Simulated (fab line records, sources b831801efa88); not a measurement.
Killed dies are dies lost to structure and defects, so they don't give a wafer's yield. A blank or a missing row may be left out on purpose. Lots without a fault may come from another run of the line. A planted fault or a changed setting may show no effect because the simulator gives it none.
One fault seen from 2 desks | flow sky130 | each desk has only its own numbers; what lay behind them comes last

THE TOOL OWNER'S DESK: implanter-04
The tool's own readings at SKY_NWELL_IMPLANT_24: means of the sampled wafers that have a number, for each lot that ran on this tool. A lot is out of limits, marked OUT, if its mean lies more than 4 standard deviations from the usual mean; the brackets give that distance.
Columns: A = dose_ions_cm2 at SKY_NWELL_IMPLANT_24, usual 9.199e+12; B = faraday_current_uA at SKY_NWELL_IMPLANT_24, usual 51.9
lot  | first seen here | A                           | B
L372 | day 5 06:35     | 9.194e+12                   | 52.3
L376 | day 6 05:58     | 9.207e+12                   | 51.9
L379 | day 7 00:39     | 9.199e+12                   | 51.5
L385 | day 8 12:22     | 1.032e+13 (+99 or more) OUT | 58.5 (+6.0) OUT
L386 | day 8 17:48     | 1.031e+13 (+99 or more) OUT | 59.0 (+6.5) OUT
L387 | day 9 00:45     | 1.030e+13 (+99 or more) OUT | 59.0 (+6.5) OUT
This desk's finding: out of limits on L385, L386, L387; first on L385, day 8 12:22 (dose_ions_cm2 at SKY_NWELL_IMPLANT_24). In limits: L372, L376, L379.

THE METROLOGY DESK
What the gauges read, lot by lot, whatever tool the lot ran on: means of the sampled wafers that have a number. A lot is out of limits, marked OUT, if its mean lies more than 4 standard deviations from the usual mean; the brackets give that distance.
Columns: A = NWELL_2_TW at SKY_NWELL_TW_MEAS_26, usual 499; B = cd_nm at SKY_LDD_P_CD_MEAS_07, usual 380.3 nm; C = LDD_LDN_OVL at SKY_LDD_LDN_OVL_MEAS_07, usual 0.7 nm
lot  | first seen here | A              | B     | C
L372 | day 5 06:50     | 492            | 380.1 | 0.9
L373 | day 5 13:42     | 491            | 382.9 | 2.3
L375 | day 5 23:16     | 495            | 376.4 | 0.2
L376 | day 6 06:13     | 494            | 374.4 | 1.6
L379 | day 7 00:52     | 491            | 380.9 | -0.3
L382 | day 7 16:35     | 498            | 378.8 | 1.6
L384 | day 8 08:13     | 497            | 382.3 | 0.5
L385 | day 8 12:37     | 524 (+4.0) OUT | 380.8 | -0.0
L386 | day 8 18:03     | 524            | 382.7 | 3.0
L387 | day 9 01:00     | 523            | 377.2 | 0.6
L392 | day 10 10:06    | 492            | 381.4 | 0.1
L394 | day 11 00:08    | 493            | 379.7 | 0.3
This desk's finding: out of limits on L385; first on L385, day 8 12:37 (NWELL_2_TW at SKY_NWELL_TW_MEAS_26). In limits: L372, L373, L375, L376, L379, L382, L384, L386, L387, L392, L394.

PUT TOGETHER
The tool owner's desk could have raised an alarm at day 8 12:22, on L385, L386, L387.
The metrology desk could have raised an alarm at day 8 12:37, on L385.
The metrology desk has L386, L387 on record, within its limits.
Of the lots named, all ran SKY_NWELL_IMPLANT_24 on implanter-04.

WHAT THE SIMULATOR HAD PUT IN
Process parameter drift: implanter-04, from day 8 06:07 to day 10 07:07, at SKY_NWELL_IMPLANT_24. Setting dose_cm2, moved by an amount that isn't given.
Lots struck among those shown: L385, L386, L387.
Hours from the fault's start to each desk's first reading out of limits: the tool owner's desk, 6; the metrology desk, 6.
